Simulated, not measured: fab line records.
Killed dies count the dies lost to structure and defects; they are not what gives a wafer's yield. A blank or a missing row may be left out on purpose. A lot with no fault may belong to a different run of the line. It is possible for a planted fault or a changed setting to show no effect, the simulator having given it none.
Lot-split experiment | flow sfq-line | on a route of 325 steps: 5 lots, 23 wafers read

ON THE SPLIT
At SFQ_TRILAYER_C5_LITHO_EXPOSE_152 (exposes mask C5, target cd 500 nm), the setting dose-mj was moved away from the recipe's 21.3 on 9 of the 23 wafers read, by -3.2% to +7.1%. All remaining wafers had this setting at the recipe value.

FROM THE SPLIT TO THE READING: what the file shows between them, 2 steps
- SFQ_TRILAYER_C5_LITHO_PEB_154: peb time 58.39 s
- SFQ_TRILAYER_C5_LITHO_DEVELOP_153: time 60 s

THE READING
C5.cd-nm (the simulator's own value, which no gauge read), in nm, at SFQ_TRILAYER_C5_BARC_OPEN_VIA_ETCH_210 (etches BARC in O2, target depth 125 nm, time 41.7 s). The file does not state a usual value for it. Here, 14 wafers ran the recipe; their average is 495.8 nm with a standard deviation of 1.4 nm.

wafer  | tool, chamber at the split | dose-mj as run | against the recipe | C5.cd-nm, nm | against lot-mates on the recipe
L074.1 | krf-scanner-01, 0          | 22.82          | +7.1%              | 507.4        | +11.1
L074.2 | krf-scanner-01, 0          | 22.82          | +7.1%              | 507.1        | +10.8
L074.4 | krf-scanner-01, 0          | 21.3           | recipe             | 496.5        | -
L074.5 | krf-scanner-01, 0          | 21.3           | recipe             | 495          | -
L074.6 | krf-scanner-01, 0          | 21.3           | recipe             | 497.5        | -
L075.1 | krf-scanner-02, 0          | 21.3           | recipe             | 495.3        | -
L075.3 | krf-scanner-02, 0          | 21.3           | recipe             | 495.4        | -
L075.5 | krf-scanner-02, 0          | 21.3           | recipe             | 496.7        | -
L077.2 | krf-scanner-01, 0          | 21.3           | recipe             | 496.2        | -
L077.3 | krf-scanner-01, 0          | 21.3           | recipe             | 497.1        | -
L077.4 | krf-scanner-01, 0          | 21.3           | recipe             | 495.8        | -
L077.5 | krf-scanner-01, 0          | 22.37          | +5.0%              | 503.5        | +7.1
L077.6 | krf-scanner-01, 0          | 22.37          | +5.0%              | 502.5        | +6.1
L078.2 | krf-scanner-01, 0          | 22.73          | +6.7%              | 506          | +9.4
L078.3 | krf-scanner-01, 0          | 21.3           | recipe             | 496          | -
L078.4 | krf-scanner-01, 0          | 21.3           | recipe             | 497.2        | -
L078.5 | krf-scanner-01, 0          | 22.73          | +6.7%              | 508.2        | +11.6
L078.6 | krf-scanner-01, 0          | 21.3           | recipe             | 496.6        | -
L082.1 | krf-scanner-02, 0          | 20.62          | -3.2%              | 488.9        | -4.4
L082.2 | krf-scanner-02, 0          | 21.3           | recipe             | 492          | -
L082.3 | krf-scanner-02, 0          | 20.62          | -3.2%              | 487.3        | -5.9
L082.4 | krf-scanner-02, 0          | 21.3           | recipe             | 494.5        | -
L082.6 | krf-scanner-02, 0          | 20.62          | -3.2%              | 488.7        | -4.6

THE FIT
A straight line over all 23 wafers: C5.cd-nm changes by +1.73 nm for each +1% of dose-mj; r = +0.97; the points scatter about the line by 1.4 nm.
The same after taking each lot's own level away (the mean of its wafers on the recipe; 23 wafers): +1.51 nm for each +1%; r = +0.99; scatter 0.86 nm.
The reading moves by 11 nm for the largest change in dose-mj, on that fit.
The lots' own levels span 493.25 to 496.60 nm, that is 2.5 times the standard deviation above.
So the slope is not independent of the lot-to-lot level: the two fits are not the same.
Check: +10.6 nm against its lot-mates is what the line predicts for one of the wafers moved furthest among these (+7.1%) when that wafer is left out of the fit. It came out at +11.1 nm against them.

ADDITIONAL SPLITS CARRIED BY THESE WAFERS
Other splits were also applied to these wafers ahead of the reading. Each is held against what the fit with the lots' levels taken away leaves over:
other split on the same wafers               | wafers away from the commonest value | r with C5.cd-nm (lot level and that fit taken away)
SFQ_TRILAYER_JJ_CE_LITHO_EXPOSE_115 dose-mj  | 10                                   | -0.01
SFQ_TRILAYER_M5_LITHO_COAT_128 spin-rpm      | 10                                   | +0.14
SFQ_TRILAYER_R5_DEP_SPUTTER_132 time-s       | 8                                    | -0.46
SFQ_TRILAYER_R5_LITHO_COAT_141 spin-rpm      | 5                                    | +0.25
SFQ_TRILAYER_I5_LITHO_COAT_149 resist-thk-nm | 7                                    | +0.39

FILE'S OWN FIT
C5.cd-nm changes by +1.5 nm for each +1% of dose-mj, r = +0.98.
